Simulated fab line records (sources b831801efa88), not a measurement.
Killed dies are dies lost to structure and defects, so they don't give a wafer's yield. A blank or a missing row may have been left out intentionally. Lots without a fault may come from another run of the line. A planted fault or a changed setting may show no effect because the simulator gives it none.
fab line records + flow sky130
record:
- lots: 5
- wafers: 15
- lastDay: 50
route steps=708 shown DNWELL@37 PWDE@45 NWELL@56 PAD_OPEN@708
lots with no fault: from the same line, run without faults
startH: start of the lot's first displayed wafer, in hours after the record's first day + waitH: hours elapsed since this lot's preceding step + " the same as in the row above + L1.1+2: several wafers, shown together as one row + - either no value or no given start + * or withheld: withheld + < > ~ a bound
route shown NAME@n: NAME is a module with steps in the file, n the number in the route of the first one + usual: average and standard deviation across the fault-free wafers + same: alike in all rows + chamber/n: place in a boat + sites: per-site readings + _std_site: the standard deviation of these + _edge_site: inner sites' mean taken away from outer sites' mean + radiusMm: for every site, how far away it sits from the centre of the wafer + mask NAME#n: copy n + behind: the tool/chamber that last shaped the wafer + hold: the reason the lot was held/the length of the hold in hours/how it ended + device: the n, p or np transistor that did not switch + end of line: the route-end tests of the same wafers + a step given without rows: its recipe and nothing more + killed: the dies lost at the first sort to structure and to defects; this is not the yield of the wafer + map: a wafer's dies, marking killed ones x, the rest . and places with no die _
set.NAME: the setting the step ran with; set.NAME@STEP: the setting that earlier step ran with + model.NAME: the simulator's own value behind a step, which no gauge read
lots seen at some steps along the route; tables by step, rows by wafer
services: when a tool's chamber went out of use (startH, in hours from the record's first day, below 0 if earlier), for how many hours, and the reason
== steps ==
step: SKY_DNWELL_COAT_02
recipe:
- spinRpm: 2000
- resistThkNm: 3000
step: SKY_DNWELL_SOFTBAKE_03
recipe:
- tempC: 110
- timeS: withheld
step: SKY_DNWELL_EXPOSE_04
recipe:
- maskId: DNM
- na: 0.57
- targetCdNm: 3000
- doseMj: 222
step: SKY_DNWELL_PEB_05
recipe:
- tempC: 115
- timeS: withheld
step: SKY_DNWELL_DEVELOP_06
recipe:
- wallAngleDeg: 90
- developer: TMAH
- developTimeS: 60
- devTempC: 23
step: SKY_DNWELL_IMPLANT_07
recipe:
- species: P
- energyKev: withheld
- doseCm2: withheld
- tiltDeg: withheld
step: SKY_DNWELL_STRIP_08
recipe:
- chemistry: O2/N2
- powerW: 1400
- pressureMtorr: 1500
- platenTempC: withheld
- o2FlowSccm: 3000
- n2FlowSccm: 300
- overashFraction: 0.5
usual:
- drypumpMotorCurrentA: 5.81/0.22
- oesProductAu: 0.723/0.0045
- stripTimeToEndpointS: 36.96/0.1
| lot.wafer | tool           | chamber | startH | waitH | drypumpMotorCurrentA | oesProductAu | rfHoursCounterH | stripTimeToEndpointS |
|-----------|----------------|---------|--------|-------|----------------------|--------------|-----------------|----------------------|
| L638.1    | plasmaAsher-01 | 1       | 68.20  | 0.1   | 5.73                 | 0.726        | 37              | 37.02                |
| L638.3    | "              | 0       | "      | "     | 5.60                 | 0.721        | -               | 37.17                |
| L638.4    | "              | 1       | "      | "     | 5.73                 | 0.731        | -               | 37.04                |
| L642.1    | plasmaAsher-02 | 0       | 84.55  | 0.1   | 5.68                 | 0.721        | 43              | 37.03                |
| L642.4    | "              | 1       | "      | "     | 5.89                 | 0.720        | -               | 37.05                |
| L642.6    | "              | 1       | "      | "     | 5.89                 | 0.717        | -               | 37.10                |
| L646.1    | plasmaAsher-02 | 1       | 109.21 | 0.1   | 5.88                 | 0.725        | 45              | 37.03                |
| L646.2    | "              | 0       | "      | "     | 5.71                 | 0.717        | 45              | 37.03                |
| L646.4    | "              | 1       | "      | "     | 5.92                 | 0.725        | -               | 37.02                |
| L647.4    | plasmaAsher-01 | 1       | 113.70 | 0.1   | 5.76                 | 0.732        | -               | 37.05                |
| L647.5    | "              | 0       | "      | "     | 5.63                 | 0.726        | -               | 37.00                |
| L647.6    | "              | 1       | "      | "     | 5.72                 | 0.730        | -               | 37.09                |
| L659.1    | plasmaAsher-01 | 0       | 186.16 | 0.1   | 5.68                 | 0.730        | 50              | 36.97                |
| L659.4    | "              | 1       | "      | "     | 5.75                 | 0.727        | -               | 36.82                |
| L659.5    | "              | 0       | "      | "     | 5.68                 | 0.721        | -               | 36.96                |
step: SKY_DNWELL_TW_MEAS_09
usual:
- DNWELL_TW: 1121/7.2
| lot.wafer | tool         | chamber | startH | waitH | DNWELL_TW |
|-----------|--------------|---------|--------|-------|-----------|
| L638.1    | filmMetro-02 | -       | 68.30  | 0.1   | 1103      |
| L638.3    | "            | -       | "      | "     | 1108      |
| L638.4    | "            | -       | "      | "     | 1112      |
| L642.1    | filmMetro-04 | -       | 84.65  | 0.1   | 1128      |
| L642.4    | "            | -       | "      | "     | 1127      |
| L642.6    | "            | -       | "      | "     | 1127      |
| L646.1    | filmMetro-02 | -       | 109.31 | 0.1   | 1124      |
| L646.2    | "            | -       | "      | "     | 1120      |
| L646.4    | "            | -       | "      | "     | 1122      |
| L647.4    | filmMetro-02 | -       | 113.79 | 0.1   | 1118      |
| L647.5    | "            | -       | "      | "     | 1124      |
| L647.6    | "            | -       | "      | "     | 1120      |
| L659.1    | filmMetro-04 | -       | 186.26 | 0.1   | 1123      |
| L659.4    | "            | -       | "      | "     | 1134      |
| L659.5    | "            | -       | "      | "     | 1129      |
step: SKY_PWDE_DEHYDRATE_00
recipe:
- tempC: 200
- timeS: 60
step: SKY_PWDE_HMDS_01
recipe:
- primeTimeS: 60
- primeTempC: 120
step: SKY_PWDE_COAT_02
recipe:
- spinRpm: 2000
- resistThkNm: 3000
step: SKY_PWDE_SOFTBAKE_03
recipe:
- tempC: 110
- timeS: withheld
step: SKY_PWDE_EXPOSE_04
recipe:
- maskId: PWDEM
- na: 0.6
- sourceShape: conventional
- sigmaOuter: 0.6
- polarization: unpolarized
- targetCdNm: 840
- doseMj: 214
| lot.wafer  | tool            | chamber | startH | waitH | mask    |
|------------|-----------------|---------|--------|-------|---------|
| L638.1+3+4 | ilineStepper-02 | 0       | 76.97  | -     | PWDEM#0 |
| L642.1+4+6 | ilineStepper-01 | 0       | 94.05  | -     | PWDEM#0 |
| L646.1+2+4 | ilineStepper-01 | 0       | 118.57 | -     | NWM#0   |
| L647.4+5+6 | ilineStepper-01 | 0       | 122.73 | -     | PWDEM#0 |
| L659.1+4+5 | ilineStepper-02 | 0       | 196.05 | -     | PWDEM#0 |
step: SKY_PWDE_PEB_05
recipe:
- tempC: 115
- timeS: withheld
step: SKY_PWDE_DEVELOP_06
recipe:
- wallAngleDeg: 90
- developer: TMAH
- developTimeS: 60
- devTempC: 23
step: SKY_PWDE_OVL_MEAS_07
usual:
- PWDE_OVL: 0.2/1.5
| lot.wafer | tool       | chamber | startH | waitH | PWDE_OVL[nm] |
|-----------|------------|---------|--------|-------|--------------|
| L638.1    | overlay-02 | -       | 85.35  | -     | 0.3          |
| L638.3    | "          | -       | "      | "     | -0.2         |
| L638.4    | "          | -       | "      | "     | 0.4          |
| L642.1    | overlay-02 | -       | 101.67 | -     | 2.1          |
| L642.4    | "          | -       | "      | "     | -0.8         |
| L642.6    | "          | -       | "      | "     | -0.5         |
| L646.1    | overlay-01 | -       | 127.36 | -     | -            |
| L646.2    | "          | -       | "      | "     | -            |
| L646.4    | "          | -       | "      | "     | -            |
| L647.4    | overlay-01 | -       | 132.29 | -     | 0.8          |
| L647.5    | "          | -       | "      | "     | 1.1          |
| L647.6    | "          | -       | "      | "     | 1.9          |
| L659.1    | overlay-02 | -       | 206.91 | -     | -0.5         |
| L659.4    | "          | -       | "      | "     | 0.0          |
| L659.5    | "          | -       | "      | "     | -0.2         |
step: SKY_PWDE_IMPLANT_08
recipe:
- species: B
- energyKev: 150
- doseCm2: 3.6e+12
- tiltDeg: withheld
step: SKY_PWDE_STRIP_09
recipe:
- chemistry: O2/N2
- powerW: 1400
- pressureMtorr: 1500
- platenTempC: withheld
- o2FlowSccm: 3000
- n2FlowSccm: 300
- overashFraction: 0.5
usual:
- drypumpMotorCurrentA: 5.81/0.12
- oesProductAu: 0.722/0.0043
- stripTimeToEndpointS: 36.98/0.12
| lot.wafer | tool           | chamber | startH | waitH | drypumpMotorCurrentA | oesProductAu | rfHoursCounterH | stripTimeToEndpointS |
|-----------|----------------|---------|--------|-------|----------------------|--------------|-----------------|----------------------|
| L638.1    | plasmaAsher-01 | 1       | 85.53  | 0.1   | 5.72                 | 0.727        | 39              | 36.96                |
| L638.3    | "              | 0       | "      | "     | 5.61                 | 0.719        | -               | 36.98                |
| L638.4    | "              | 1       | "      | "     | 5.72                 | 0.726        | -               | 37.03                |
| L642.1    | plasmaAsher-04 | 0       | 101.86 | 0.1   | 5.93                 | 0.718        | 38              | 36.98                |
| L642.4    | "              | 1       | "      | "     | 5.92                 | 0.725        | -               | 36.84                |
| L642.6    | "              | 1       | "      | "     | 5.90                 | 0.722        | -               | 36.83                |
| L646.1    | plasmaAsher-01 | 1       | 127.55 | 0.1   | 5.77                 | 0.721        | 44              | 37.31                |
| L646.2    | "              | 0       | "      | "     | 5.65                 | 0.727        | 44              | 37.29                |
| L646.4    | "              | 1       | "      | "     | 5.71                 | 0.728        | -               | 37.29                |
| L647.4    | plasmaAsher-01 | 0       | 132.49 | 0.1   | 5.64                 | 0.720        | -               | 36.91                |
| L647.5    | "              | 0       | "      | "     | 5.61                 | 0.714        | -               | 36.85                |
| L647.6    | "              | 1       | "      | "     | 5.73                 | 0.723        | -               | 36.86                |
| L659.1    | plasmaAsher-04 | 0       | 207.10 | 0.1   | 5.93                 | 0.733        | 8               | 36.86                |
| L659.4    | "              | 0       | "      | "     | 5.93                 | 0.729        | -               | 36.86                |
| L659.5    | "              | 1       | "      | "     | 5.95                 | 0.723        | -               | 36.81                |
step: SKY_PWDE_TW_MEAS_10
usual:
- PWDE_TW: 376.1/2.2
| lot.wafer | tool         | chamber | startH | waitH | PWDE_TW |
|-----------|--------------|---------|--------|-------|---------|
| L638.1    | filmMetro-02 | -       | 85.63  | 0.1   | 375.1   |
| L638.3    | "            | -       | "      | "     | 374.2   |
| L638.4    | "            | -       | "      | "     | 372.6   |
| L642.1    | filmMetro-04 | -       | 101.96 | 0.1   | 373.9   |
| L642.4    | "            | -       | "      | "     | 377.6   |
| L642.6    | "            | -       | "      | "     | 375.9   |
| L646.1    | filmMetro-01 | -       | 127.65 | 0.1   | 30.2    |
| L646.2    | "            | -       | "      | "     | 30.1    |
| L646.4    | "            | -       | "      | "     | 30.0    |
| L647.4    | filmMetro-04 | -       | 132.59 | 0.1   | 380.9   |
| L647.5    | "            | -       | "      | "     | 379.1   |
| L647.6    | "            | -       | "      | "     | 380.3   |
| L659.1    | filmMetro-04 | -       | 207.20 | 0.1   | 378.4   |
| L659.4    | "            | -       | "      | "     | 380.1   |
| L659.5    | "            | -       | "      | "     | 379.8   |
step: SKY_NWELL_DEHYDRATE_03
recipe:
- tempC: 200
- timeS: 60
step: SKY_PAD_OPEN_PROBE_99
usual:
- killed_at_M0_to_M3: 43/7.7
- killed_at_M4_up: 2.9/1.9
- killedAtContacts: 24/5.9
- killedAtFrontEnd: 16/5.1
- killedAtOther: 0.3/0.63
- killedDies: 86/10
- killedOnRim: 16/3.6
- killedOpen: 47/7.6
- killedShort: 39/6.8
same:
- grossDies: 492
- killedAtBackSide: 0
| lot.wafer | tool      | chamber | startH  | waitH | killed_at_M0_to_M3 | killed_at_M4_up | killedAtContacts | killedAtFrontEnd | killedAtOther | killedDies | killedOnRim | killedOpen | killedShort |
|-----------|-----------|---------|---------|-------|--------------------|-----------------|------------------|------------------|---------------|------------|-------------|------------|-------------|
| L638.1    | prober-01 | -       | 1083.67 | 0.1   | 55                 | 0               | 24               | 15               | 0             | 94         | 14          | 51         | 43          |
| L638.3    | prober-01 | -       | 1083.77 | 0.2   | 47                 | 3               | 22               | 10               | 1             | 83         | 19          | 44         | 39          |
| L638.4    | prober-01 | -       | 1083.82 | 0.2   | 41                 | 10              | 30               | 14               | 0             | 95         | 17          | 46         | 49          |
| L642.1    | prober-01 | -       | 1103.80 | 0.1   | 43                 | 10              | 22               | 24               | 1             | 100        | 20          | 57         | 42          |
| L642.4    | prober-01 | -       | 1103.95 | 0.2   | 45                 | 3               | 25               | 19               | 0             | 92         | 19          | 50         | 42          |
| L642.6    | prober-01 | -       | 1104.05 | 0.2   | 55                 | 2               | 30               | 15               | 0             | 102        | 16          | 50         | 52          |
| L646.1    | prober-01 | -       | 1134.89 | 0.1   | 53                 | 2               | 34               | 403              | 0             | 492        | 96          | 68         | 42          |
| L646.2    | prober-01 | -       | 1134.94 | 0.1   | 42                 | 1               | 34               | 415              | 0             | 492        | 96          | 56         | 44          |
| L646.4    | prober-01 | -       | 1135.04 | 0.2   | 41                 | 2               | 23               | 426              | 0             | 492        | 96          | 49         | 28          |
| L659.1    | prober-01 | -       | 1198.57 | 0.1   | 37                 | 1               | 30               | 18               | 1             | 87         | 13          | 42         | 43          |
| L659.4    | prober-01 | -       | 1198.72 | 0.2   | 39                 | 6               | 27               | 21               | 0             | 93         | 16          | 44         | 48          |
| L659.5    | prober-01 | -       | 1198.77 | 0.2   | 46                 | 3               | 25               | 10               | 0             | 84         | 12          | 52         | 31          |
killed by level:class
L638.1 VIA1:geometricParticle:open=11 METAL1:geometricParticle:short=11 VIA2:geometricParticle:open=9 VIA3:geometricParticle:open=9 LOCAL_INTERCONNECT:geometricParticle:short=7 METAL2:geometricParticle:short=6 LI_CONTACT:geometricParticle:open=5 CONTACT:geometricParticle:open=5
L638.3 LI_CONTACT:geometricParticle:open=9 VIA1:geometricParticle:open=8 CONTACT:geometricParticle:open=7 METAL2:geometricParticle:short=7 METAL1:geometricParticle:short=6 VIA2:geometricParticle:open=6 VIA2:geometricParticle:short=5 FIELD_ISO:geometricParticle:short=4
L638.4 CONTACT:geometricParticle:open=11 VIA1:geometricParticle:short=9 CONTACT:geometricParticle:short=8 METAL1:geometricParticle:short=8 VIA1:geometricParticle:open=7 LI_CONTACT:geometricParticle:open=5 METAL2:geometricParticle:short=5 FIELD_ISO:geometricParticle:open=4
L642.1 CONTACT:geometricParticle:open=12 VIA1:geometricParticle:open=10 METAL2:geometricParticle:short=10 LI_CONTACT:geometricParticle:open=7 FIELD_ISO:geometricParticle:open=6 VIA1:geometricParticle:short=6 METAL4:geometricParticle:short=6 VIA2:geometricParticle:open=5
L642.4 VIA1:geometricParticle:open=13 CONTACT:geometricParticle:open=10 METAL1:geometricParticle:short=6 VIA2:geometricParticle:open=6 LI_CONTACT:geometricParticle:open=5 FIELD_ISO:geometricParticle:short=4 SPACER:geometricParticle:open=4 LI_CONTACT:geometricParticle:short=4
L642.6 LI_CONTACT:geometricParticle:open=12 VIA3:geometricParticle:open=10 CONTACT:geometricParticle:open=9 POLY_GATE:geometricParticle:short=8 METAL1:geometricParticle:short=8 METAL2:geometricParticle:short=8 VIA2:geometricParticle:open=8 VIA2:geometricParticle:short=8
L646.1 PWDE:areaExpose=380 CONTACT:geometricParticle:open=16 LI_CONTACT:geometricParticle:open=11 VIA1:geometricParticle:open=11 POLY_GATE:geometricParticle:short=8 VIA2:geometricParticle:open=8 POLY_GATE:geometricParticle:open=6 METAL1:geometricParticle:short=6
L646.2 PWDE:areaExpose=392 CONTACT:geometricParticle:open=12 VIA1:geometricParticle:open=11 LI_CONTACT:geometricParticle:open=10 POLY_GATE:geometricParticle:short=9 VIA3:geometricParticle:open=9 FIELD_ISO:geometricParticle:open=5 METAL2:geometricParticle:short=5
L646.4 PWDE:areaExpose=415 VIA1:geometricParticle:open=12 CONTACT:geometricParticle:open=9 VIA3:geometricParticle:open=6 LI_CONTACT:geometricParticle:open=5 CONTACT:geometricParticle:short=5 VIA2:geometricParticle:open=5 POLY_GATE:geometricParticle:short=4
L659.1 VIA1:geometricParticle:open=11 LI_CONTACT:geometricParticle:open=8 CONTACT:geometricParticle:short=6 LI_CONTACT:geometricParticle:short=6 LOCAL_INTERCONNECT:geometricParticle:short=5 CONTACT:geometricParticle:open=5 METAL1:geometricParticle:short=5 FIELD_ISO:geometricParticle:open=4
L659.4 VIA1:geometricParticle:open=10 CONTACT:geometricParticle:open=10 VIA1:geometricParticle:short=8 FIELD_ISO:geometricParticle:open=6 METAL2:geometricParticle:short=6 LI_CONTACT:geometricParticle:open=5 CONTACT:geometricParticle:short=5 FIELD_ISO:geometricParticle:short=4
L659.5 CONTACT:geometricParticle:open=13 VIA1:geometricParticle:open=11 LI_CONTACT:geometricParticle:open=7 METAL1:geometricParticle:short=6 VIA3:geometricParticle:open=6 POLY_GATE:geometricParticle:open=5 VIA2:geometricParticle:open=5 VIA2:geometricParticle:short=4
map L646.1 (x killed, . not)
__________xxxxxxxxxx_________
________xxxxxxxxxxxxxx_______
______xxxxxxxxxxxxxxxxxx_____
_____xxxxxxxxxxxxxxxxxxxx____
____xxxxxxxxxxxxxxxxxxxxxx___
___xxxxxxxxxxxxxxxxxxxxxxxx__
__xxxxxxxxxxxxxxxxxxxxxxxxxx_
_xxxxxxxxxxxxxxxxxxxxxxxxxxxx
_xxxxxxxxxxxxxxxxxxxxxxxxxxxx
_xxxxxxxxxxxxxxxxxxxxxxxxxxxx
_xxxxxxxxxxxxxxxxxxxxxxxxxxxx
_xxxxxxxxxxxxxxxxxxxxxxxxxxxx
_xxxxxxxxxxxxxxxxxxxxxxxxxxxx
_xxxxxxxxxxxxxxxxxxxxxxxxxxxx
_xxxxxxxxxxxxxxxxxxxxxxxxxxxx
__xxxxxxxxxxxxxxxxxxxxxxxxxx_
___xxxxxxxxxxxxxxxxxxxxxxxx__
____xxxxxxxxxxxxxxxxxxxxxx___
_____xxxxxxxxxxxxxxxxxxxx____
______xxxxxxxxxxxxxxxxxx_____
________xxxxxxxxxxxxxx_______
__________xxxxxxxxxx_________
map L642.6 (x killed, . not)
__________...xxx...._________
________..x.x.....x..._______
______x..x.............._____
_____.x.x................____
____.x.x.x..x.x...x..xx...___
___...x.....x.....x..x.....__
__.......x.x........x..xx..._
_..........x...x..xx.....x..x
_..xx....x.xx..........x.....
_.x.x.xx.x......x..........x.
_.....x.x....x.x..........x..
_..x......xx...x.xx..x..x....
_......x.x..x...x...x........
_.......xx....x.x....x......x
_....x.x......x..x..x......x.
__.x......x.x.......xxx....._
___.x...x.....xx...x.......__
____x..xxxxx..xx..........___
_____.......x.......x....____
______x.......x........x_____
________.........x...._______
__________x........._________
== services ==
| tool            | chamber | startH | hours | kind                   |
|-----------------|---------|--------|-------|------------------------|
| ilineStepper-01 | 0       | 51.92  | -     | calibration            |
| ilineStepper-01 | -       | 59.35  | 4.6   | repair                 |
| plasmaAsher-04  | -       | 67.13  | 30.5  | repair                 |
| ilineStepper-02 | -       | 71.56  | 2.1   | pm                     |
| ilineStepper-02 | -       | 73.65  | -     | consumableReplace:lamp |
| plasmaAsher-04  | -       | 108.75 | 9.0   | pm                     |
| plasmaAsher-04  | 0       | 108.75 | 9.0   | ventCycle              |
| plasmaAsher-04  | 1       | 108.75 | 9.0   | ventCycle              |
| plasmaAsher-02  | -       | 111.72 | 2.8   | pm                     |
| plasmaAsher-04  | 0       | 117.75 | -     | clean                  |
| plasmaAsher-04  | 1       | 117.75 | -     | clean                  |
| ilineStepper-02 | 0       | 162.01 | -     | calibration            |
| plasmaAsher-04  | -       | 162.34 | 2.5   | repair                 |
| ilineStepper-02 | -       | 164.19 | 7.6   | repair                 |
== key ==
firstSign:
- step: SKY_PWDE_EXPOSE_04
- reading: mask
- direction: changed
effect:
- step: SKY_PWDE_OVL_MEAS_07
- reading: PWDE_OVL
- direction: missing
effect:
- step: SKY_PWDE_TW_MEAS_10
- reading: PWDE_TW
- direction: down
- sigmas: 99+
- usual: 376.1
- struck: 30.1
effect:
- step: SKY_PAD_OPEN_PROBE_99
- reading: killedAtFrontEnd
- direction: up
- sigmas: 79
- usual: 16
- struck: 415
moreKillsBornAt:
- SKY_PWDE_EXPOSE_04@ilineStepper-01: 1187
metAt SKY_PWDE_EXPOSE_04
struckWafers L646.1,L646.2,L646.4
testerLeftOut L646
onsetBetween 94.05 118.57
fault:
- kind: wrongMask
- tool: any
- chamber: -
- onsetH: 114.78
- steps: SKY_PWDE_EXPOSE_04
- auxCopy: NWM#0
- scope: struckLotsOnly
testerLeftOut: of these lots the tester's yield and bins aren't shown, on N5 and GAA mostly nor the transistor test; their killed dies are dies lost to structure and defects alone, not to doping, threshold or leakage, so they don't give the yield
